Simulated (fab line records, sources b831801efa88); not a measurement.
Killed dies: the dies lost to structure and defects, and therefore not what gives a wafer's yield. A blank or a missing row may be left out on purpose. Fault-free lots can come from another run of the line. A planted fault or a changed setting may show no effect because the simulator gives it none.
fab line records | flow gf180mcu
[record] lots = 24 wafers = 72 lastDay = 34
route steps=602 shown CONTACT@312 V1@340 MIM@511 M5@533 V5@557
lots with no fault: from the same line, run without faults
startH: hours from the record's opening day to when the first of the lot's shown wafers began | waitH: hours since the lot's step before | " the same as in the row above | L1.1+2: several wafers, shown together as one row | - value missing, or start not given | * or withheld: withheld | < > ~ a bound
route shown NAME@n: a module of which the file shows steps, and the number in the route of the first | usual: mean/standard deviation of fault-free wafers | same: alike in all rows | chamber/n: place in a boat | sites: readings site by site | _std_site: the standard deviation of these | _edge_site: the outer-site mean with the inner-site mean subtracted | radiusMm: for every site, how far away it sits from the centre of the wafer | mask NAME#n: copy n | behind: tool/chamber where the wafer was last shaped | hold: reason for holding the lot/hours on hold/outcome of the hold | device: whichever transistor did not switch (one of n, p or np) | end of line: the tests these same wafers got at the end of their route | step lacking rows: just its recipe | killed: at the first sort, the dies lost to defects and structure; wafer yield is something else | map: a wafer's dies, x killed, . not, _ none there
set.NAME: the setting that was run; set.NAME@STEP: the one run at that earlier step | model.NAME: the simulator's own value behind a step, which no gauge read
the route's steps for a sample of lots (tables are steps, rows are wafers)
services: from which hour (startH, from the record's first day; less than 0 if before it) a tool's chamber was out of use, for how many hours, and why
[[steps]]
[step GF_CONTACT_RS_MEAS_25]
[recipe] thkMeasGauge = four-point-probe reads = W_of_CONTACT_CVD_24+TiN_of_CONTACT_SPUTTER_23+Ti_of_CONTACT_SPUTTER_22
[usual] CONTACT_W_RS = 0.384/0.0032
// columns lot.wafer tool chamber startH waitH CONTACT_W_RS[ohm/sq]
L074.3 filmMetro-03 - 368.13 0.1 0.386
L074.5 " - " " 0.384
L074.6 " - " " 0.389
L075.2 filmMetro-02 - 371.36 0.1 0.385
L075.3 " - " " 0.381
L075.5 " - " " 0.381
L076.4 filmMetro-03 - 386.13 0.1 0.386
L076.5 " - " " 0.382
L076.6 " - " " 0.384
L077.3 filmMetro-02 - 391.08 0.1 0.381
L077.5 " - " " 0.382
L077.6 " - " " 0.382
L078.1 filmMetro-04 - 400.69 0.1 0.386
L078.5 " - " " 0.383
L078.6 " - " " 0.380
L079.2 filmMetro-04 - 411.50 0.1 0.381
L079.3 " - " " 0.385
L079.4 " - " " 0.384
L080.1 filmMetro-03 - 419.73 0.1 0.382
L080.2 " - " " 0.377
L080.3 " - " " 0.379
L081.2 filmMetro-03 - 429.95 0.1 0.389
L081.4 " - " " 0.385
L081.6 " - " " 0.389
L082.3 filmMetro-04 - 439.52 0.1 0.385
L082.4 " - " " 0.383
L082.5 " - " " 0.385
L083.1 filmMetro-03 - 445.04 0.1 0.380
L083.4 " - " " 0.381
L083.6 " - " " 0.387
L084.1 filmMetro-03 - 459.29 0.1 0.388
L084.2 " - " " 0.389
L084.4 " - " " 0.384
L085.2 filmMetro-02 - 463.82 0.1 0.384
L085.3 " - " " 0.384
L085.5 " - " " 0.379
L086.1 filmMetro-02 - 474.18 0.1 0.390
L086.2 " - " " 0.386
L086.6 " - " " 0.385
L087.1 filmMetro-03 - 481.06 0.1 0.382
L087.3 " - " " 0.382
L087.4 " - " " 0.382
L088.2 filmMetro-02 - 489.09 0.1 0.381
L088.3 " - " " 0.384
L088.5 " - " " 0.383
L089.3 filmMetro-03 - 499.63 0.1 0.385
L089.4 " - " " 0.384
L089.6 " - " " 0.387
L090.3 filmMetro-03 - 505.48 0.1 0.384
L090.4 " - " " 0.383
L090.5 " - " " 0.384
L091.2 filmMetro-02 - 512.31 0.1 0.382
L091.3 " - " " 0.385
L091.6 " - " " 0.383
L092.2 filmMetro-03 - 523.52 0.1 0.380
L092.3 " - " " 0.385
L092.5 " - " " 0.381
L093.1 filmMetro-02 - 529.05 0.1 0.387
L093.5 " - " " 0.386
L093.6 " - " " 0.389
L094.1 filmMetro-03 - 538.29 0.1 0.381
L094.3 " - " " 0.382
L094.5 " - " " 0.384
L095.1 filmMetro-03 - 544.63 0.1 0.380
L095.4 " - " " 0.384
L095.5 " - " " 0.385
L096.1 filmMetro-02 - 554.78 0.1 0.376
L096.3 " - " " 0.382
L096.5 " - " " 0.379
L097.3 filmMetro-03 - 560.22 0.1 0.386
L097.5 " - " " 0.379
L097.6 " - " " 0.385
[step GF_V1_BOW_MEAS_05]
[recipe] mode = bow
[usual] V1_BOW = 80/6.9
// columns lot.wafer tool chamber startH waitH V1_BOW[um]
L074.3 filmMetro-03 - 392.74 0.2 74
L074.5 " - " " 78
L074.6 " - " " 88
L075.2 filmMetro-02 - 395.78 0.2 80
L075.3 " - " " 71
L075.5 " - " " 75
L076.4 filmMetro-01 - 411.57 0.2 84
L076.5 " - " " 82
L076.6 " - " " 86
L077.3 filmMetro-02 - 415.90 0.3 85
L077.5 " - " " 79
L077.6 " - " " 76
L078.1 filmMetro-01 - 426.45 0.2 90
L078.5 " - " " 69
L078.6 " - " " 80
L079.2 filmMetro-03 - 438.05 0.1 68
L079.3 " - " " 87
L079.4 " - " " 82
L080.1 filmMetro-01 - 445.93 0.2 76
L080.2 " - " " 79
L080.3 " - " " 87
L081.2 filmMetro-03 - 456.76 0.1 67
L081.4 " - " " 81
L081.6 " - " " 83
L082.3 filmMetro-01 - 466.42 0.2 79
L082.4 " - " " 87
L082.5 " - " " 82
L083.1 filmMetro-02 - 471.41 0.1 76
L083.4 " - " " 64
L083.6 " - " " 76
L084.1 filmMetro-01 - 485.74 0.2 91
L084.2 " - " " 80
L084.4 " - " " 81
L085.2 filmMetro-02 - 490.51 0.3 79
L085.3 " - " " 73
L085.5 " - " " 84
L086.1 filmMetro-02 - 500.56 0.1 78
L086.2 " - " " 79
L086.6 " - " " 77
L087.1 filmMetro-01 - 506.61 0.2 79
L087.3 " - " " 69
L087.4 " - " " 90
L088.2 filmMetro-02 - 514.48 0.1 86
L088.3 " - " " 74
L088.5 " - " " 82
L089.3 filmMetro-03 - 524.89 0.1 94
L089.4 " - " " 79
L089.6 " - " " 81
L090.3 filmMetro-03 - 530.48 0.3 87
L090.4 " - " " 82
L090.5 " - " " 87
L091.2 filmMetro-01 - 537.05 0.1 83
L091.3 " - " " 83
L091.6 " - " " 79
L092.2 filmMetro-02 - 548.25 0.2 83
L092.3 " - " " 76
L092.5 " - " " 89
L093.1 filmMetro-01 - 553.88 0.2 83
L093.5 " - " " 72
L093.6 " - " " 76
L094.1 filmMetro-01 - 562.68 0.2 75
L094.3 " - " " 69
L094.5 " - " " 88
L095.1 filmMetro-02 - 569.20 0.2 91
L095.4 " - " " 73
L095.5 " - " " 72
L096.1 filmMetro-02 - 578.96 0.2 81
L096.3 " - " " 93
L096.5 " - " " 91
L097.3 filmMetro-03 - 583.58 0.1 83
L097.5 " - " " 92
L097.6 " - " " 84
[step GF_V1_SPUTTER_22]
[recipe] material = TiN targetThkNm = 10 chamberPressurePa = 5 powerW = 4000 timeS = 40
[usual] throttleValvePct = 29.9/1.1
// columns lot.wafer tool chamber startH waitH throttleValvePct
L074.3 pvdSputter-03 - 416.33 0.0 32.5
L074.5 " - " " 30.5
L074.6 " - " " 28.9
L075.2 pvdSputter-01 - 420.15 0.0 27.7
L075.3 " - " " 29.8
L075.5 " - " " 29.7
L076.4 pvdSputter-01 - 436.85 0.0 29.7
L076.5 " - " " 29.8
L076.6 " - " " 30.1
L077.3 pvdSputter-01 - 441.06 0.0 30.4
L077.5 " - " " 29.9
L077.6 " - " " 27.7
L078.1 pvdSputter-02 - 452.01 0.0 30.2
L078.5 " - " " 30.9
L078.6 " - " " 30.4
L079.2 pvdSputter-01 - 463.54 0.0 29.8
L079.3 " - " " 27.8
L079.4 " - " " 30.1
L080.1 pvdSputter-02 - 471.14 0.0 31.4
L080.2 " - " " 30.2
L080.3 " - " " 30.0
L081.2 pvdSputter-03 - 482.08 0.0 32.6
L081.4 " - " " 30.3
L081.6 " - " " 32.6
L082.3 pvdSputter-03 - 491.64 0.0 32.5
L082.4 " - " " 29.3
L082.5 " - " " 29.0
L083.1 pvdSputter-03 - 496.90 0.0 32.5
L083.4 " - " " 28.5
L083.6 " - " " 30.7
L084.1 pvdSputter-01 - 510.72 0.0 27.7
L084.2 " - " " 30.2
L084.4 " - " " 29.6
L085.2 pvdSputter-03 - 514.87 0.0 28.8
L085.3 " - " " 32.5
L085.5 " - " " 30.6
L086.1 pvdSputter-02 - 524.94 0.0 30.0
L086.2 " - " " 31.0
L086.6 " - " " 30.4
L087.1 pvdSputter-01 - 531.31 0.0 30.3
L087.3 " - " " 29.7
L087.4 " - " " 27.8
L088.2 pvdSputter-02 - 538.40 0.0 30.9
L088.3 " - " " 31.2
L088.5 " - " " 30.6
L089.3 pvdSputter-01 - 548.63 0.0 30.3
L089.4 " - " " 29.6
L089.6 " - " " 29.7
L090.3 pvdSputter-02 - 554.13 0.0 31.4
L090.4 " - " " 30.0
L090.5 " - " " 30.0
L091.2 pvdSputter-03 - 561.19 0.0 28.7
L091.3 " - " " 28.8
L091.6 " - " " 30.4
L092.2 pvdSputter-02 - 571.37 0.0 30.0
L092.3 " - " " 30.0
L092.5 " - " " 30.2
L093.1 pvdSputter-03 - 577.21 0.0 28.9
L093.5 " - " " 28.9
L093.6 " - " " 30.3
L094.1 pvdSputter-01 - 585.38 0.0 27.6
L094.3 " - " " 29.6
L094.5 " - " " 29.7
L095.1 pvdSputter-01 - 591.93 0.0 30.2
L095.4 " - " " 27.7
L095.5 " - " " 29.6
L096.1 pvdSputter-03 - 601.40 0.0 28.9
L096.3 " - " " 32.4
L096.5 " - " " 29.2
L097.3 pvdSputter-01 - 605.08 0.0 30.2
L097.5 " - " " 29.7
L097.6 " - " " 29.7
[step GF_MIM_SPUTTER_08]
[recipe] material = AlCu targetThkNm = 200 powerW = 10600 timeS = 10.6 chamberPressurePa = 0.4
[usual] throttleValvePct = 29.9/0.96
// columns lot.wafer tool chamber startH waitH throttleValvePct
L074.3 pvdSputter-02 - 568.02 0.0 31.2
L074.5 " - " " 30.6
L074.6 " - " " 30.1
L075.2 pvdSputter-01 - 571.77 0.0 30.5
L075.3 " - " " 29.8
L075.5 " - " " 30.3
L076.4 pvdSputter-02 - 587.50 0.0 31.2
L076.5 " - " " 30.3
L076.6 " - " " 30.7
L077.3 pvdSputter-04 - 590.61 0.0 29.4
L077.5 " - " " 28.3
L077.6 " - " " 29.4
L078.1 pvdSputter-04 - 598.93 0.0 29.6
L078.5 " - " " 28.3
L078.6 " - " " 29.7
L079.2 pvdSputter-04 - 610.63 0.0 31.0
L079.3 " - " " 29.4
L079.4 " - " " 29.4
L080.1 pvdSputter-04 - 617.15 0.0 31.3
L080.2 " - " " 28.4
L080.3 " - " " 29.6
L081.2 pvdSputter-01 - 626.55 0.0 29.9
L081.4 " - " " 27.8
L081.6 " - " " 30.5
L082.3 pvdSputter-04 - 633.44 0.0 29.6
L082.4 " - " " 27.8
L082.5 " - " " 28.5
L083.1 pvdSputter-04 - 638.69 0.0 31.5
L083.4 " - " " 29.3
L083.6 " - " " 29.5
L084.1 pvdSputter-02 - 648.91 0.0 30.5
L084.2 " - " " 29.8
L084.4 " - " " 30.0
L085.2 pvdSputter-02 - 654.02 0.0 30.3
L085.3 " - " " 31.3
L085.5 " - " " 30.8
L086.1 pvdSputter-04 - 663.19 0.0 28.2
L086.2 " - " " 31.1
L086.6 " - " " 28.6
L087.1 pvdSputter-01 - 669.21 0.0 29.9
L087.3 " - " " 27.8
L087.4 " - " " 30.2
L088.2 pvdSputter-02 - 675.88 0.0 30.0
L088.3 " - " " 30.8
L088.5 " - " " 31.2
L089.3 pvdSputter-02 - 685.37 0.0 29.9
L089.4 " - " " 30.4
L089.6 " - " " 31.0
L090.3 pvdSputter-01 - 688.46 0.0 29.4
L090.4 " - " " 29.6
L090.5 " - " " 28.0
L091.2 pvdSputter-01 - 695.75 0.0 30.3
L091.3 " - " " 27.8
L091.6 " - " " 29.8
L092.2 pvdSputter-04 - 703.67 0.0 29.3
L092.3 " - " " 29.4
L092.5 " - " " 29.3
L093.1 pvdSputter-04 - 708.89 0.0 28.2
L093.5 " - " " 31.1
L093.6 " - " " 29.3
L094.1 pvdSputter-02 - 715.99 0.0 30.5
L094.3 " - " " 29.9
L094.5 " - " " 30.0
L095.1 pvdSputter-01 - 720.79 0.0 29.6
L095.4 " - " " 30.1
L095.5 " - " " 29.8
L096.1 pvdSputter-02 - 729.80 0.0 30.9
L096.3 " - " " 30.1
L096.5 " - " " 30.7
L097.3 pvdSputter-04 - 732.89 0.0 28.2
L097.5 " - " " 31.4
L097.6 " - " " 28.3
[step GF_M5_CD_MEAS_07]
[recipe] targetCdNm = 280
[usual] cdNm = 280.1/1.2
// columns lot.wafer tool chamber startH waitH cdNm
L074.3 cdSem-01 - 611.49 0.1 277.6
L074.5 " - " " 279.2
L074.6 " - " " 279.2
L075.2 cdSem-02 - 614.27 0.1 281.7
L075.3 " - " " 281.1
L075.5 " - " " 281.6
L076.4 cdSem-02 - 629.51 0.1 280.2
L076.5 " - " " 279.0
L076.6 " - " " 278.9
L077.3 cdSem-02 - 633.21 0.1 281.2
L077.5 " - " " 281.3
L077.6 " - " " 280.7
L078.1 cdSem-02 - 641.31 0.1 280.5
L078.5 " - " " 280.6
L078.6 " - " " 279.7
L079.2 cdSem-02 - 652.28 0.1 280.7
L079.3 " - " " 281.0
L079.4 " - " " 281.9
L080.1 cdSem-02 - 658.41 0.1 280.0
L080.2 " - " " 280.2
L080.3 " - " " 279.2
L081.2 cdSem-02 - 666.68 0.1 278.7
L081.4 " - " " 279.3
L081.6 " - " " 279.8
L082.3 cdSem-01 - 672.99 0.1 280.0
L082.4 " - " " 280.8
L082.5 " - " " 280.1
L083.1 cdSem-02 - 678.71 0.1 278.3
L083.4 " - " " 279.6
L083.6 " - " " 278.3
L084.1 cdSem-01 - 688.80 0.1 279.6
L084.2 " - " " 278.3
L084.4 " - " " 279.1
L085.2 cdSem-01 - 693.12 0.1 281.5
L085.3 " - " " 281.6
L085.5 " - " " 280.5
L086.1 cdSem-01 - 702.25 0.1 280.2
L086.2 " - " " 279.5
L086.6 " - " " 280.3
L087.1 cdSem-01 - 707.55 0.1 278.5
L087.3 " - " " 278.1
L087.4 " - " " 278.9
L088.2 cdSem-02 - 714.07 0.1 279.5
L088.3 " - " " 280.2
L088.5 " - " " 279.7
L089.3 cdSem-01 - 721.71 0.1 280.2
L089.4 " - " " 280.8
L089.6 " - " " 280.5
L090.3 cdSem-01 - 726.15 0.1 279.7
L090.4 " - " " 279.5
L090.5 " - " " 277.9
L091.2 cdSem-01 - 733.14 0.1 282.0
L091.3 " - " " 280.6
L091.6 " - " " 280.2
L092.2 cdSem-02 - 740.37 0.1 280.5
L092.3 " - " " 280.4
L092.5 " - " " 281.0
L093.1 cdSem-02 - 745.25 0.1 282.0
L093.5 " - " " 282.1
L093.6 " - " " 281.1
L094.1 cdSem-02 - 751.60 0.1 280.6
L094.3 " - " " 281.0
L094.5 " - " " 279.4
L095.1 cdSem-01 - 756.76 0.1 283.1
L095.4 " - " " 281.4
L095.5 " - " " 282.7
L096.1 cdSem-02 - 764.16 0.1 280.3
L096.3 " - " " 280.7
L096.5 " - " " 282.5
L097.3 cdSem-01 - 766.55 0.1 278.5
L097.5 " - " " 279.2
L097.6 " - " " 279.0
[step GF_V5_ETCH_17]
[recipe] chemistry = C4F8/O2/Ar maskMaterial = KrF target = SiO2 stopOn = TiN sourceW = 1500 biasW = 1200 pressureMtorr = 40 c4f8FlowSccm = withheld O2_flow_sccm = 6 Ar_flow_sccm = 300 timeS = withheld targetDepthA = 8550
[usual] oesProductAu = 0.859/0.0046
// columns lot.wafer tool chamber startH waitH oesProductAu
L074.3 rieDiel-03 0 - - 0.858
L074.5 " 0 " " 0.854
L074.6 " 1 " " 0.862
L075.2 rieDiel-04 1 - - 0.855
L075.3 " 2 " " 0.863
L075.5 " 3 " " 0.860
L076.4 rieDiel-04 0 - - 0.864
L076.5 " 0 " " 0.863
L076.6 " 3 " " 0.863
L077.3 rieDiel-04 1 - - 0.855
L077.5 " 1 " " 0.861
L077.6 " 0 " " 0.858
L078.1 rieDiel-03 3 - - 0.857
L078.5 " 1 " " 0.858
L078.6 " 2 " " 0.861
L079.2 rieDiel-03 0 - - 0.856
L079.3 " 2 " " 0.857
L079.4 " 3 " " 0.849
L080.1 rieDiel-04 3 - - 0.859
L080.2 " 0 " " 0.857
L080.3 " 1 " " 0.866
L081.2 rieDiel-04 2 - - 0.856
L081.4 " 0 " " 0.866
L081.6 " 0 " " 0.854
L082.3 rieDiel-04 3 - - 0.853
L082.4 " 2 " " 0.862
L082.5 " 0 " " 0.850
L083.1 rieDiel-03 3 - - 0.861
L083.4 " 0 " " 0.858
L083.6 " 0 " " 0.862
L084.1 rieDiel-04 0 - - 0.858
L084.2 " 1 " " 0.856
L084.4 " 3 " " 0.862
L085.2 rieDiel-03 0 - - 0.852
L085.3 " 2 " " 0.856
L085.5 " 0 " " 0.862
L086.1 rieDiel-04 1 - - 0.861
L086.2 " 3 " " 0.869
L086.6 " 1 " " 0.859
L087.1 rieDiel-02 2 - - 0.850
L087.3 " 0 " " 0.868
L087.4 " 3 " " 0.866
L088.2 rieDiel-04 1 - - 0.863
L088.3 " 3 " " 0.861
L088.5 " 2 " " 0.859
L089.3 rieDiel-03 3 - - 0.858
L089.4 " 2 " " 0.865
L089.6 " 0 " " 0.858
L090.3 rieDiel-03 3 - - 0.853
L090.4 " 2 " " 0.856
L090.5 " 2 " " 0.859
L091.2 rieDiel-03 3 - - 0.858
L091.3 " 1 " " 0.863
L091.6 " 3 " " 0.863
L092.2 rieDiel-02 2 - - 0.863
L092.3 " 3 " " 0.854
L092.5 " 0 " " 0.853
L093.1 rieDiel-04 0 - - 0.868
L093.5 " 2 " " 0.873
L093.6 " 3 " " 0.859
L094.1 rieDiel-04 0 - - 0.863
L094.3 " 3 " " 0.859
L094.5 " 3 " " 0.859
L095.1 rieDiel-04 0 - - 0.855
L095.4 " 3 " " 0.860
L095.5 " 0 " " 0.857
L096.1 rieDiel-03 3 - - 0.852
L096.3 " 2 " " 0.853
L096.5 " 1 " " 0.863
L097.3 rieDiel-03 0 - - 0.848
L097.5 " 3 " " 0.864
L097.6 " 0 " " 0.861
[[services]]
// columns tool chamber startH hours kind
rieDiel-04 - 415.13 1.0 repair
pvdSputter-04 - 421.33 7.1 repair
pvdSputter-02 - 461.60 0.9 repair
pvdSputter-02 - 464.77 1.8 repair
pvdSputter-01 - 497.20 2.4 repair
rieDiel-03 0 500.04 4.5 repair
pvdSputter-04 - 500.58 0.6 repair
pvdSputter-04 - 528.48 2.1 repair
rieDiel-03 3 538.03 9.8 repair
rieDiel-03 1 559.63 9.0 repair
pvdSputter-02 - 585.19 2.2 repair
pvdSputter-02 - 588.32 1.2 repair
pvdSputter-01 - 588.34 3.2 repair
rieDiel-03 2 589.05 20.6 repair
pvdSputter-04 - 625.69 2.3 repair
rieDiel-03 1 642.44 3.4 repair
rieDiel-03 - 648.87 0.5 repair
rieDiel-03 1 660.25 2.5 repair
rieDiel-04 0 671.12 4.3 repair
pvdSputter-01 - 684.96 3.2 repair
pvdSputter-01 - 687.12 0.6 repair
rieDiel-04 0 720.53 6.8 repair
rieDiel-04 1 744.17 4.3 repair
pvdSputter-02 - 747.07 3.8 repair
[[key]]
fault none
